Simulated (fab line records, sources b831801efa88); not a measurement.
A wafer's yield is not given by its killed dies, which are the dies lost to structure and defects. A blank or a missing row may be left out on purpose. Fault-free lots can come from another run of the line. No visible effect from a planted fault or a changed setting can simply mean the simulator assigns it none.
fab line records ; flow gf180mcu
record: lots: 5; wafers: 23
route steps=602 shown V1@344 M2@362 V2@391 M3@413 V3@433 M4@456
start_h: the number of hours between the record's first day and the start of the first shown wafer of the lot ; wait_h: how many hours have passed since the lot's step before this one ; " the same as in the row above ; L1.1+2: one row covering several wafers at once ; - no value, or no start given ; * or withheld: withheld ; < > ~ a bound
route shown NAME@n: names a module that has steps shown in the file, with the first one's number in the route ; usual: mean/standard deviation of fault-free wafers ; same: alike in all rows ; chamber/n: place in a boat ; sites: per-site readings ; _std_site: their standard deviation ; _edge_site: the outer-site mean with the inner-site mean subtracted ; radius_mm: how far each site lies from the wafer's centre ; mask NAME#n: copy n ; behind: the most recent tool/chamber to have shaped the wafer ; hold: why the lot was held/for how many hours/how that ended ; device: transistor that didn't switch, given as n, p or np ; end of line: tests of these same wafers at the route's end ; a step given without rows: its recipe and nothing more ; killed: not the wafer's yield, but the dies lost to structure and defects at the first sort ; map: per-die view of a wafer (x killed, . not killed, _ where there is no die)
set.NAME: the setting the step ran with; set.NAME@STEP: the setting that earlier step ran with ; model.NAME: the simulator's own value behind a step, which no gauge read
lots run with intentionally changed settings; tables by step, rows by wafer
== steps ==
step: GF_V1_COAT_09
recipe: resist: KrF; spin_rpm: withheld; resist_thk_nm: 1000
lot.wafer;tool;chamber;start_h;wait_h;set.resist_thk_nm;model.KrF_of_V1_COAT_09.thk_nm
L074.1+5;litho_track-04;0;-;-;1050;1049
L074.3;litho_track-04;0;-;-;1050;1048
L074.4;litho_track-04;0;-;-;1000;998.5
L074.6;litho_track-04;0;-;-;1000;996.5
L076.1;litho_track-02;0;-;-;1000;1006
L076.4;litho_track-02;0;-;-;1000;1004
L076.5;litho_track-02;0;-;-;1000;1005
L080.1+6;litho_track-03;0;-;-;1032;1033
L080.2;litho_track-03;0;-;-;1000;1001
L080.4;litho_track-03;0;-;-;1000;997.6
L080.5;litho_track-03;0;-;-;1032;1030
L083.1;litho_track-02;0;-;-;966.4;965.7
L083.2;litho_track-02;0;-;-;1000;1000
L083.3;litho_track-02;0;-;-;1000;1001
L083.4;litho_track-02;0;-;-;966.4;966.1
L083.6;litho_track-02;0;-;-;966.4;964.3
L085.1;litho_track-03;0;-;-;1020;1018
L085.2;litho_track-03;0;-;-;1000;1000
L085.4;litho_track-03;0;-;-;1000;1002
L085.5;litho_track-03;0;-;-;1000;1001
L085.6;litho_track-03;0;-;-;1020;1022
step: GF_V1_SOFTBAKE_10
recipe: temp_c: 130; time_s: 60; resist: KrF
lot.wafer;tool;chamber;start_h;wait_h;set.temp_c
L074.1+3+4+5+6;litho_track-04;0;-;-;130
L076.1+4+5;litho_track-02;0;-;-;130
L080.1+2+4+5+6;litho_track-03;0;-;-;130
L083.1+2+3+4+6;litho_track-02;0;-;-;130
L085.1+5;litho_track-03;0;-;-;130
L085.2+4+6;litho_track-03;0;-;-;127.5
step: GF_V1_EXPOSE_11
recipe: mask_id: Via1; target_cd_nm: 260; na: 0.68; source_shape: conventional; sigma_outer: 0.6; dose_mj: 38
step: GF_V1_PEB_12
recipe: peb_temp_c: 135; peb_time_s: 90; resist: KrF
step: GF_V1_ETCH_16
recipe: chemistry: N2/H2; target_depth_a: withheld; overetch_a: withheld; time_s: withheld; target: BARC; ion_energy_ev: 200; source_w: 500; bias_w: 100; pressure_mtorr: 30; n2_flow_sccm: 100; h2_flow_sccm: 200
step: GF_V1_ETCH_17
recipe: chemistry: C4F8/O2/Ar; mask_material: KrF; target: SiO2; stop_on: TiN; source_w: 1500; bias_w: 1200; pressure_mtorr: 40; c4f8_flow_sccm: withheld; O2_flow_sccm: 6; Ar_flow_sccm: 300; time_s: withheld; target_depth_a: 6300
step: GF_V1_STRIP_18
recipe: chemistry: O2/N2; power_w: 1400; pressure_mtorr: 1500; platen_temp_c: 250; o2_flow_sccm: 3000; n2_flow_sccm: 300; overash_fraction: 0.5
usual: oes_product_au: 0.593/0.0048
lot.wafer;tool;chamber;start_h;wait_h;set.resist_thk_nm@V1_COAT_09;oes_product_au
L074.1;plasma_asher-02;1;416.51;-;1050;0.611
L074.3;plasma_asher-02;1;416.51;-;1050;0.610
L074.4;plasma_asher-02;0;416.51;-;1000;0.588
L074.5;plasma_asher-02;1;416.51;-;1050;0.612
L074.6;plasma_asher-02;0;416.51;-;1000;0.590
L076.1;plasma_asher-04;1;431.59;-;1000;0.597
L076.4;plasma_asher-04;1;431.59;-;1000;0.598
L076.5;plasma_asher-04;1;431.59;-;1000;0.592
L080.1;plasma_asher-03;0;477.36;-;1032;0.595
L080.2;plasma_asher-03;1;477.36;-;1000;0.595
L080.4;plasma_asher-03;1;477.36;-;1000;0.590
L080.5;plasma_asher-03;1;477.36;-;1032;0.601
L080.6;plasma_asher-03;0;477.36;-;1032;0.607
L083.1;plasma_asher-04;0;503.11;-;966.4;0.574
L083.2;plasma_asher-04;1;503.11;-;1000;0.592
L083.3;plasma_asher-04;1;503.11;-;1000;0.591
L083.4;plasma_asher-04;0;503.11;-;966.4;0.577
L083.6;plasma_asher-04;1;503.11;-;966.4;0.578
L085.1;plasma_asher-04;1;517.96;-;1020;0.598
L085.2;plasma_asher-04;0;517.96;-;1000;0.590
L085.4;plasma_asher-04;0;517.96;-;1000;0.597
L085.5;plasma_asher-04;1;517.96;-;1000;0.593
L085.6;plasma_asher-04;0;517.96;-;1020;0.593
step: GF_M2_SPUTTER_00
recipe: material: Ti; target_thk_nm: 37.5; arriving_ion_energy_ev: 80; substrate_temp_c: 200; chamber_pressure_pa: 2; power_w: 4000; time_s: 150
lot.wafer;tool;chamber;start_h;wait_h;set.power_w;model.Ti_of_M2_SPUTTER_00.thk_nm
L074.1;pvd_sputter-02;-;417.75;0.2;3595;32.93
L074.3;pvd_sputter-02;-;417.75;0.2;3595;33.2
L074.4;pvd_sputter-02;-;417.75;0.2;3595;33.87
L074.5;pvd_sputter-02;-;417.75;0.2;4000;37.55
L074.6;pvd_sputter-02;-;417.75;0.2;4000;37.03
L076.1;pvd_sputter-03;-;432.82;0.1;4000;37.67
L076.4;pvd_sputter-03;-;432.82;0.1;4000;37.47
L076.5;pvd_sputter-03;-;432.82;0.1;4000;37.09
L080.1;pvd_sputter-03;-;478.59;0.2;4277;39.82
L080.2;pvd_sputter-03;-;478.59;0.2;4000;37.86
L080.4;pvd_sputter-03;-;478.59;0.2;4277;40.11
L080.5;pvd_sputter-03;-;478.59;0.2;4000;37.49
L080.6;pvd_sputter-03;-;478.59;0.2;4000;37.61
L083.1;pvd_sputter-02;-;504.41;0.1;4236;39.35
L083.2;pvd_sputter-02;-;504.41;0.1;4000;37.29
L083.3;pvd_sputter-02;-;504.41;0.1;4236;38.99
L083.4;pvd_sputter-02;-;504.41;0.1;4000;37.61
L083.6;pvd_sputter-02;-;504.41;0.1;4236;39.17
L085.1;pvd_sputter-03;-;519.53;0.2;4000;37.16
L085.2;pvd_sputter-03;-;519.53;0.2;4000;37.33
L085.4;pvd_sputter-03;-;519.53;0.2;4180;38.79
L085.5;pvd_sputter-03;-;519.53;0.2;4180;38.71
L085.6;pvd_sputter-03;-;519.53;0.2;4000;37.61
step: GF_M2_EXPOSE_11
recipe: mask_id: Metal2; target_cd_nm: 280; na: 0.68; source_shape: conventional; sigma_outer: 0.6; dose_mj: 28
lot.wafer;tool;chamber;start_h;wait_h;mask;set.dose_mj
L074.1+3+4+5+6;krf_scanner-02;0;-;-;Metal2#0;28
L076.1+4+5;krf_scanner-02;0;-;-;Metal2#0;28
L080.1+5;krf_scanner-02;0;-;-;Metal2#0;26.81
L080.2+4+6;krf_scanner-02;0;-;-;Metal2#0;28
L083.1+2+3+4+6;krf_scanner-02;0;-;-;Metal2#0;28
L085.1+2;krf_scanner-02;0;-;-;Metal2#0;26.41
L085.4+5+6;krf_scanner-02;0;-;-;Metal2#0;28
step: GF_M2_PEB_12
recipe: peb_temp_c: 135; peb_time_s: 90; resist: KrF
step: GF_M2_DEVELOP_13
recipe: develop_time_s: 60; dev_temp_c: 21
step: GF_M2_CD_MEAS_14
recipe: target_cd_nm: 280
usual: cd_nm: 279.5/0.87
lot.wafer;tool;chamber;start_h;wait_h;set.dose_mj@M2_EXPOSE_11;cd_nm
L074.1;cd_sem-02;-;442.83;0.1;28;279.2
L074.3;cd_sem-02;-;442.83;0.1;28;280.1
L074.4;cd_sem-02;-;442.83;0.1;28;279.7
L074.5;cd_sem-02;-;442.83;0.1;28;280.1
L074.6;cd_sem-02;-;442.83;0.1;28;278.4
L076.1;cd_sem-02;-;457.71;0.1;28;279.8
L076.4;cd_sem-02;-;457.71;0.1;28;279.2
L076.5;cd_sem-02;-;457.71;0.1;28;280.3
L080.1;cd_sem-02;-;502.06;0.1;26.81;286.5
L080.2;cd_sem-02;-;502.06;0.1;28;278.8
L080.4;cd_sem-02;-;502.06;0.1;28;278.8
L080.5;cd_sem-02;-;502.06;0.1;26.81;285.8
L080.6;cd_sem-02;-;502.06;0.1;28;278.1
L083.1;cd_sem-01;-;527.77;0.1;28;281.5
L083.2;cd_sem-01;-;527.77;0.1;28;279.8
L083.3;cd_sem-01;-;527.77;0.1;28;280.6
L083.4;cd_sem-01;-;527.77;0.1;28;279.8
L083.6;cd_sem-01;-;527.77;0.1;28;279.8
L085.1;cd_sem-02;-;542.22;0.1;26.41;289.1
L085.2;cd_sem-02;-;542.22;0.1;26.41;288.9
L085.4;cd_sem-02;-;542.22;0.1;28;280.2
L085.5;cd_sem-02;-;542.22;0.1;28;278.8
L085.6;cd_sem-02;-;542.22;0.1;28;278.5
step: GF_M2_METAL_ETCH_16
recipe: chemistry: Cl2/BCl3; mask_material: KrF; target_depth_nm: 627.5; stop_on: SiO2; pressure_mtorr: 8; icp_w: 800; bias_w: 140; Cl2_flow_sccm: 80; bcl3_flow_sccm: 40; time_s: 104.6
lot.wafer;tool;chamber;start_h;wait_h;set.time_s;model.M2.feature_depth_nm;model.KrF_of_M2_COAT_09.thk_nm
L074.1+3+4;rie_metal-01;0,0,1;442.98;0.0;104.6;-;-
L074.5;rie_metal-01;1;442.98;0.0;104.6;611.7;746.2
L074.6;rie_metal-01;0;442.98;0.0;104.6;607.5;737.8
L076.1;rie_metal-03;1;457.89;0.0;104.6;604.9;742.3
L076.4;rie_metal-03;1;457.89;0.0;104.6;609.3;736.8
L076.5;rie_metal-03;1;457.89;0.0;104.6;603.5;736.7
L080.1+4;rie_metal-04;0,1;502.21;0.0;104.6;-;-
L080.2;rie_metal-04;1;502.21;0.0;96.21;581.4;752.1
L080.5;rie_metal-04;0;502.21;0.0;96.21;565.3;756.3
L080.6;rie_metal-04;1;502.21;0.0;104.6;603.6;730.4
L083.1+3+6;rie_metal-04;1,0,1;527.92;0.0;104.6;-;-
L083.2;rie_metal-04;0;527.92;0.0;104.6;599.3;741.7
L083.4;rie_metal-04;1;527.92;0.0;104.6;604.7;735.5
L085.1;rie_metal-01;0;542.37;0.0;99.77;588;756.9
L085.2;rie_metal-01;1;542.37;0.0;99.77;578;759.8
L085.4;rie_metal-01;0;542.37;0.0;104.6;609;742.9
L085.5;rie_metal-01;1;542.37;0.0;99.77;579.5;759.5
L085.6;rie_metal-01;0;542.37;0.0;104.6;609.2;746.8
step: GF_V2_COAT_09
recipe: resist: KrF; spin_rpm: withheld; resist_thk_nm: 1000
lot.wafer;tool;chamber;start_h;wait_h;set.resist_thk_nm;model.KrF_of_V2_COAT_09.thk_nm
L074.1;litho_track-03;0;-;-;1000;999.7
L074.3;litho_track-03;0;-;-;980.1;979.9
L074.4;litho_track-03;0;-;-;1000;999.1
L074.5;litho_track-03;0;-;-;980.1;978.2
L074.6;litho_track-03;0;-;-;980.1;981.7
L076.1;litho_track-04;0;-;-;1000;997
L076.4;litho_track-04;0;-;-;1000;1000
L076.5;litho_track-04;0;-;-;1000;1001
L080.1+4;litho_track-04;0;-;-;1000;1000
L080.2;litho_track-04;0;-;-;1000;999
L080.5;litho_track-04;0;-;-;1000;1001
L080.6;litho_track-04;0;-;-;1000;995.7
L083.1;litho_track-04;0;-;-;1000;997.2
L083.2;litho_track-04;0;-;-;1000;997.5
L083.3;litho_track-04;0;-;-;974.9;974.6
L083.4;litho_track-04;0;-;-;974.9;971.4
L083.6;litho_track-04;0;-;-;974.9;973.8
L085.1;litho_track-04;0;-;-;973.4;975.7
L085.2;litho_track-04;0;-;-;973.4;975.5
L085.4;litho_track-04;0;-;-;973.4;977.9
L085.5;litho_track-04;0;-;-;1000;1001
L085.6;litho_track-04;0;-;-;1000;1003
step: GF_V2_SPUTTER_22
recipe: material: TiN; target_thk_nm: 10; chamber_pressure_pa: 5; power_w: 4000; time_s: 40
lot.wafer;tool;chamber;start_h;wait_h;set.chamber_pressure_pa;model.TiN_of_V2_SPUTTER_22.thk_nm
L074.1;pvd_sputter-04;-;469.51;0.0;4.685;10.86
L074.3;pvd_sputter-04;-;469.51;0.0;4.685;10.56
L074.4;pvd_sputter-04;-;469.51;0.0;4.685;10.72
L074.5;pvd_sputter-04;-;469.51;0.0;4.685;10.65
L074.6;pvd_sputter-04;-;469.51;0.0;4.685;10.91
L076.1;pvd_sputter-04;-;483.65;0.0;5;10.05
L076.4;pvd_sputter-04;-;483.65;0.0;5;10.17
L076.5;pvd_sputter-04;-;483.65;0.0;5;10.02
L080.1;pvd_sputter-01;-;527.81;0.0;5.452;9.558
L080.2;pvd_sputter-01;-;527.81;0.0;5.452;9.401
L080.4;pvd_sputter-01;-;527.81;0.0;5.452;9.475
L080.5;pvd_sputter-01;-;527.81;0.0;5.452;9.611
L080.6;pvd_sputter-01;-;527.81;0.0;5.452;9.358
L083.1;pvd_sputter-01;-;552.69;0.0;5.262;9.498
L083.2;pvd_sputter-01;-;552.69;0.0;5.262;9.452
L083.3;pvd_sputter-01;-;552.69;0.0;5.262;9.515
L083.4;pvd_sputter-01;-;552.69;0.0;5.262;9.457
L083.6;pvd_sputter-01;-;552.69;0.0;5.262;9.547
L085.1;pvd_sputter-02;-;565.86;0.0;4.289;11.45
L085.2;pvd_sputter-02;-;565.86;0.0;4.289;11.41
L085.4+5;pvd_sputter-02;-;565.86;0.0;4.289;11.32
L085.6;pvd_sputter-02;-;565.86;0.0;4.289;11.31
step: GF_M3_SPUTTER_04
recipe: material: TiN; target_thk_nm: 50; power_w: 6500; time_s: 41.7; chamber_pressure_pa: 0.4
lot.wafer;tool;chamber;start_h;wait_h;set.time_s;model.TiN_of_M3_SPUTTER_04.thk_nm
L074.1;pvd_sputter-02;-;470.33;0.0;43.54;52.24
L074.3;pvd_sputter-02;-;470.33;0.0;41.7;49.93
L074.4;pvd_sputter-02;-;470.33;0.0;41.7;49.48
L074.5;pvd_sputter-02;-;470.33;0.0;43.54;52.71
L074.6;pvd_sputter-02;-;470.33;0.0;43.54;52.59
L076.1;pvd_sputter-01;-;484.47;0.0;41.7;50.33
L076.4;pvd_sputter-01;-;484.47;0.0;41.7;50.44
L076.5;pvd_sputter-01;-;484.47;0.0;41.7;50.63
L080.1;pvd_sputter-02;-;528.62;0.0;41.7;49.56
L080.2;pvd_sputter-02;-;528.62;0.0;41.7;49.75
L080.4;pvd_sputter-02;-;528.62;0.0;41.7;49.73
L080.5;pvd_sputter-02;-;528.62;0.0;41.7;49.93
L080.6;pvd_sputter-02;-;528.62;0.0;41.7;49.47
L083.1;pvd_sputter-02;-;553.50;0.0;45.26;53.01
L083.2;pvd_sputter-02;-;553.50;0.0;41.7;48.88
L083.3;pvd_sputter-02;-;553.50;0.0;41.7;48.8
L083.4;pvd_sputter-02;-;553.50;0.0;41.7;48.47
L083.6;pvd_sputter-02;-;553.50;0.0;45.26;52.83
L085.1;pvd_sputter-03;-;566.81;0.0;41.7;48.99
L085.2;pvd_sputter-03;-;566.81;0.0;41.7;49.61
L085.4;pvd_sputter-03;-;566.81;0.0;38.86;45.77
L085.5;pvd_sputter-03;-;566.81;0.0;38.86;45.87
L085.6;pvd_sputter-03;-;566.81;0.0;41.7;49.13
step: GF_M3_STRIP_17
recipe: chemistry: O2/N2; power_w: 1400; pressure_mtorr: 1500; platen_temp_c: 250; o2_flow_sccm: 3000; n2_flow_sccm: 300; overash_fraction: 0.5
usual: strip_time_to_endpoint_s: 7.89/0.036
lot.wafer;tool;chamber;start_h;wait_h;set.platen_temp_c;strip_time_to_endpoint_s
L074.1;plasma_asher-03;0;494.46;0.2;250;7.86
L074.3;plasma_asher-03;0;494.46;0.2;257.1;6.88
L074.4;plasma_asher-03;1;494.46;0.2;257.1;6.87
L074.5;plasma_asher-03;1;494.46;0.2;257.1;6.87
L074.6;plasma_asher-03;0;494.46;0.2;250;7.89
L076.1;plasma_asher-02;0;507.89;0.1;250;7.95
L076.4;plasma_asher-02;0;507.89;0.1;250;7.95
L076.5;plasma_asher-02;1;507.89;0.1;250;8.00
L080.1;plasma_asher-02;0;550.99;0.1;250;7.90
L080.2;plasma_asher-02;1;550.99;0.1;250;7.90
L080.4;plasma_asher-02;0;550.99;0.1;250;7.91
L080.5;plasma_asher-02;0;550.99;0.1;250;7.93
L080.6;plasma_asher-02;1;550.99;0.1;250;7.87
L083.1;plasma_asher-03;1;575.29;0.1;250;7.85
L083.2;plasma_asher-03;0;575.29;0.1;243.3;9.09
L083.3;plasma_asher-03;0;575.29;0.1;243.3;9.03
L083.4;plasma_asher-03;1;575.29;0.1;250;7.90
L083.6;plasma_asher-03;1;575.29;0.1;250;7.91
L085.1;plasma_asher-03;0;587.59;0.1;255.4;7.14
L085.2;plasma_asher-03;1;587.59;0.1;250;7.86
L085.4;plasma_asher-03;0;587.59;0.1;250;7.86
L085.5;plasma_asher-03;1;587.59;0.1;255.4;7.10
L085.6;plasma_asher-03;0;587.59;0.1;250;7.91
step: GF_V3_CMP_04
recipe: material: SiO2; down_force_psi: 4; platen_rpm: 60; pad_velocity_m_s: 0.94248
usual: time_to_endpoint_s: 81/6.9
lot.wafer;tool;chamber;start_h;wait_h;set.leave_above_ref_nm;time_to_endpoint_s;model.SiO2_of_V3_CVD_02.thk_nm
L074.1;cmp-02;0;495.37;0.1;665.1;77;666.4
L074.4;cmp-02;2;495.37;0.1;632.5;86;634.7
L074.3;cmp-02;3;495.37;0.1;665.1;72;666.3
L074.6;cmp-02;0;495.37;0.1;665.1;70;667.4
L074.5;cmp-02;1;495.37;0.1;632.5;91;633.8
L076.1;cmp-01;0;509.04;0.1;632.5;73;632.3
L076.4;cmp-01;2;509.04;0.1;632.5;75;633.2
L076.5;cmp-01;1;509.04;0.1;632.5;80;632.4
L080.4;cmp-01;2;551.78;0.0;632.5;84;631
L080.2;cmp-01;0;551.78;0.0;590.7;91;589.8
L080.1;cmp-01;1;551.78;0.0;590.7;94;589.4
L080.5;cmp-01;2;551.78;0.0;632.5;82;630.4
L080.6;cmp-01;3;551.78;0.0;632.5;84;634
L083.1;cmp-02;1;576.15;0.1;603.3;104;604.1
L083.2;cmp-02;2;576.15;0.1;603.3;103;604.1
L083.4;cmp-02;3;576.15;0.1;632.5;94;634.2
L083.3;cmp-02;0;576.15;0.1;603.3;100;604.4
L083.6;cmp-02;2;576.15;0.1;632.5;92;633
L085.2;cmp-01;2;588.45;0.1;632.5;73;630.9
L085.1;cmp-01;3;588.45;0.1;672.3;59;673.8
L085.4;cmp-01;0;588.45;0.1;672.3;63;670.8
L085.5;cmp-01;1;588.45;0.1;632.5;80;631.6
L085.6;cmp-01;2;588.45;0.1;672.3;67;671.6
step: GF_V3_ETCH_16
recipe: chemistry: N2/H2; target_depth_a: withheld; overetch_a: withheld; time_s: withheld; target: BARC; ion_energy_ev: 200; source_w: 500; bias_w: 100; pressure_mtorr: 30; n2_flow_sccm: 100; h2_flow_sccm: 200
lot.wafer;tool;chamber;start_h;wait_h;set.ion_energy_ev
L074.1+3;rie_diel-03;3,2;519.12;0.0;206.4
L074.4+5+6;rie_diel-03;1,2,3;519.12;0.0;200
L076.1+4+5;rie_diel-01;0,0,2;532.06;0.0;200
L080.1+2+6;rie_diel-03;3,2,1;573.57;0.0;212.9
L080.4+5;rie_diel-03;1,2;573.57;0.0;200
L083.1+2;rie_diel-02;2,0;597.93;0.0;219.1
L083.3+4+6;rie_diel-02;3,1,2;597.93;0.0;200
L085.1+5+6;rie_diel-01;0,1,0;609.53;0.0;187.5
L085.2+4;rie_diel-01;1,3;609.53;0.0;200
step: GF_V3_ETCH_17
recipe: chemistry: C4F8/O2/Ar; mask_material: KrF; target: SiO2; stop_on: TiN; source_w: 1500; bias_w: 1200; pressure_mtorr: 40; c4f8_flow_sccm: withheld; O2_flow_sccm: 6; Ar_flow_sccm: 300; time_s: withheld; target_depth_a: 6350
usual: oes_product_au: 0.856/0.0045
lot.wafer;tool;chamber;start_h;wait_h;set.leave_above_ref_nm@V3_CMP_04;oes_product_au;model.V3.feature_depth_nm
L074.1;rie_diel-03;3;-;-;665.1;0.892;666.4
L074.3;rie_diel-03;2;-;-;665.1;0.878;666.3
L074.4;rie_diel-03;1;-;-;632.5;0.859;634.7
L074.5;rie_diel-03;2;-;-;632.5;0.866;633.8
L074.6;rie_diel-03;3;-;-;665.1;0.877;667.4
L076.1;rie_diel-01;0;-;-;632.5;0.853;632.3
L076.4;rie_diel-01;0;-;-;632.5;0.858;633.2
L076.5;rie_diel-01;2;-;-;632.5;0.864;632.4
L080.1;rie_diel-03;3;-;-;590.7;0.825;589.4
L080.2;rie_diel-03;2;-;-;590.7;0.831;589.8
L080.4;rie_diel-03;1;-;-;632.5;0.855;631
L080.5;rie_diel-03;2;-;-;632.5;0.849;630.4
L080.6;rie_diel-03;1;-;-;632.5;0.861;634
L083.1;rie_diel-02;2;-;-;603.3;0.839;604.1
L083.2;rie_diel-02;0;-;-;603.3;0.832;604.1
L083.3;rie_diel-02;3;-;-;603.3;0.835;604.4
L083.4;rie_diel-02;1;-;-;632.5;0.852;634.2
L083.6;rie_diel-02;2;-;-;632.5;0.859;633
L085.1;rie_diel-01;0;-;-;672.3;0.889;673.8
L085.2;rie_diel-01;1;-;-;632.5;0.862;630.9
L085.4;rie_diel-01;3;-;-;672.3;0.887;670.8
L085.5;rie_diel-01;1;-;-;632.5;0.853;631.6
L085.6;rie_diel-01;0;-;-;672.3;0.882;671.6
step: GF_M4_SPUTTER_00
recipe: material: Ti; target_thk_nm: 37.5; arriving_ion_energy_ev: 80; substrate_temp_c: 200; chamber_pressure_pa: 2; power_w: 4000; time_s: 150
lot.wafer;tool;chamber;start_h;wait_h;set.chamber_pressure_pa;model.Ti_of_M4_SPUTTER_00.thk_nm
L074.1;pvd_sputter-02;-;520.82;0.2;2.177;35.87
L074.3;pvd_sputter-02;-;520.82;0.2;2.177;36.25
L074.4;pvd_sputter-02;-;520.82;0.2;2.177;36.01
L074.5;pvd_sputter-02;-;520.82;0.2;2.177;36.06
L074.6;pvd_sputter-02;-;520.82;0.2;2.177;36.33
L076.1;pvd_sputter-02;-;533.42;0.2;2;38.16
L076.4;pvd_sputter-02;-;533.42;0.2;2;38.12
L076.5;pvd_sputter-02;-;533.42;0.2;2;38.07
L080.1;pvd_sputter-03;-;574.93;0.2;2;37.05
L080.2;pvd_sputter-03;-;574.93;0.2;2;37.2
L080.4;pvd_sputter-03;-;574.93;0.2;2;37.11
L080.5;pvd_sputter-03;-;574.93;0.2;2;36.97
L080.6;pvd_sputter-03;-;574.93;0.2;2;37.25
L083.1;pvd_sputter-04;-;599.29;0.2;1.8;40.02
L083.2;pvd_sputter-04;-;599.29;0.2;1.8;39.94
L083.3;pvd_sputter-04;-;599.29;0.2;1.8;40.05
L083.4;pvd_sputter-04;-;599.29;0.2;1.8;39.75
L083.6;pvd_sputter-04;-;599.29;0.2;1.8;39.71
L085.1;pvd_sputter-02;-;610.96;0.1;1.744;40.77
L085.2;pvd_sputter-02;-;610.96;0.1;1.744;40.23
L085.4;pvd_sputter-02;-;610.96;0.1;1.744;40.76
L085.5;pvd_sputter-02;-;610.96;0.1;1.744;40.73
L085.6;pvd_sputter-02;-;610.96;0.1;1.744;40.66
step: GF_M4_SPUTTER_01
recipe: material: TiN; target_thk_nm: 30; power_w: 6500; time_s: 25; chamber_pressure_pa: 0.4
lot.wafer;tool;chamber;start_h;wait_h;set.power_w;model.TiN_of_M4_SPUTTER_01.thk_nm
L074.1;pvd_sputter-02;-;520.92;0.1;6500;29.87
L074.3;pvd_sputter-02;-;520.92;0.1;6500;30.47
L074.4;pvd_sputter-02;-;520.92;0.1;6500;29.89
L074.5;pvd_sputter-02;-;520.92;0.1;6500;30.14
L074.6;pvd_sputter-02;-;520.92;0.1;6500;30.31
L076.1;pvd_sputter-02;-;533.52;0.1;6500;30.57
L076.4;pvd_sputter-02;-;533.52;0.1;6500;29.97
L076.5;pvd_sputter-02;-;533.52;0.1;6500;30.12
L080.1;pvd_sputter-03;-;575.03;0.1;6101;27.95
L080.2;pvd_sputter-03;-;575.03;0.1;6101;28.02
L080.4;pvd_sputter-03;-;575.03;0.1;6101;27.61
L080.5;pvd_sputter-03;-;575.03;0.1;6500;29.41
L080.6;pvd_sputter-03;-;575.03;0.1;6500;29.69
L083.1;pvd_sputter-04;-;599.39;0.1;6500;30.48
L083.2;pvd_sputter-04;-;599.39;0.1;6500;30.19
L083.3;pvd_sputter-04;-;599.39;0.1;6500;30.03
L083.4;pvd_sputter-04;-;599.39;0.1;6500;29.65
L083.6;pvd_sputter-04;-;599.39;0.1;6500;30.42
L085.1;pvd_sputter-02;-;611.06;0.1;7146;33.21
L085.2;pvd_sputter-02;-;611.06;0.1;6500;30.26
L085.4;pvd_sputter-02;-;611.06;0.1;7146;33.35
L085.5;pvd_sputter-02;-;611.06;0.1;6500;30.44
L085.6;pvd_sputter-02;-;611.06;0.1;6500;30.32
== key ==
split: step: GF_V1_COAT_09; setting: resist_thk_nm; stated: 1000; by: wafer
response: step: GF_V1_COAT_09; reading: model.KrF_of_V1_COAT_09.thk_nm; change: +10.3; per: 1%; r: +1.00
response: step: GF_V1_STRIP_18; reading: oes_product_au; change: +0.00376; per: 1%; r: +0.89
split: step: GF_V1_SOFTBAKE_10; setting: temp_c; stated: 130; by: wafer
response none clear
split: step: GF_M2_SPUTTER_00; setting: power_w; stated: 4000; by: wafer
response: step: GF_M2_SPUTTER_00; reading: model.Ti_of_M2_SPUTTER_00.thk_nm; change: +0.352; per: 1%; r: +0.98
split: step: GF_M2_EXPOSE_11; setting: dose_mj; stated: 28; by: wafer
response: step: GF_M2_CD_MEAS_14; reading: cd_nm; change: -1.75; per: 1%; r: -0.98
split: step: GF_M2_METAL_ETCH_16; setting: time_s; stated: 104.6; by: wafer
response: step: GF_M2_METAL_ETCH_16; reading: model.M2.feature_depth_nm; change: +4.57; per: 1%; r: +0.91
response: step: GF_M2_METAL_ETCH_16; reading: model.KrF_of_M2_COAT_09.thk_nm; change: -2.97; per: 1%; r: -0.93
split: step: GF_V2_COAT_09; setting: resist_thk_nm; stated: 1000; by: wafer
response: step: GF_V2_COAT_09; reading: model.KrF_of_V2_COAT_09.thk_nm; change: +9.66; per: 1%; r: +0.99
split: step: GF_V2_SPUTTER_22; setting: chamber_pressure_pa; stated: 5; by: lot
response: step: GF_V2_SPUTTER_22; reading: model.TiN_of_V2_SPUTTER_22.thk_nm; change: -0.0872; per: 1%; r: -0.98
split: step: GF_M3_SPUTTER_04; setting: time_s; stated: 41.7; by: wafer
response: step: GF_M3_SPUTTER_04; reading: model.TiN_of_M3_SPUTTER_04.thk_nm; change: +0.516; per: 1%; r: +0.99
split: step: GF_M3_STRIP_17; setting: platen_temp_c; stated: 250; by: wafer
response: step: GF_M3_STRIP_17; reading: strip_time_to_endpoint_s; change: *; per: 1%; r: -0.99
split: step: GF_V3_CMP_04; setting: leave_above_ref_nm; stated: 632.5; by: wafer
response: step: GF_V3_CMP_04; reading: time_to_endpoint_s; change: *; per: 1%; r: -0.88
response: step: GF_V3_CMP_04; reading: model.SiO2_of_V3_CVD_02.thk_nm; change: +6.39; per: 1%; r: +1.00
response: step: GF_V3_ETCH_17; reading: oes_product_au; change: +0.00422; per: 1%; r: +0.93
response: step: GF_V3_ETCH_17; reading: model.V3.feature_depth_nm; change: +6.39; per: 1%; r: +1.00
split: step: GF_V3_ETCH_16; setting: ion_energy_ev; stated: 200; by: wafer
response none clear
split: step: GF_M4_SPUTTER_00; setting: chamber_pressure_pa; stated: 2; by: lot
response: step: GF_M4_SPUTTER_00; reading: model.Ti_of_M4_SPUTTER_00.thk_nm; change: -0.213; per: 1%; r: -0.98
split: step: GF_M4_SPUTTER_01; setting: power_w; stated: 6500; by: wafer
response: step: GF_M4_SPUTTER_01; reading: model.TiN_of_M4_SPUTTER_01.thk_nm; change: +0.29; per: 1%; r: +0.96
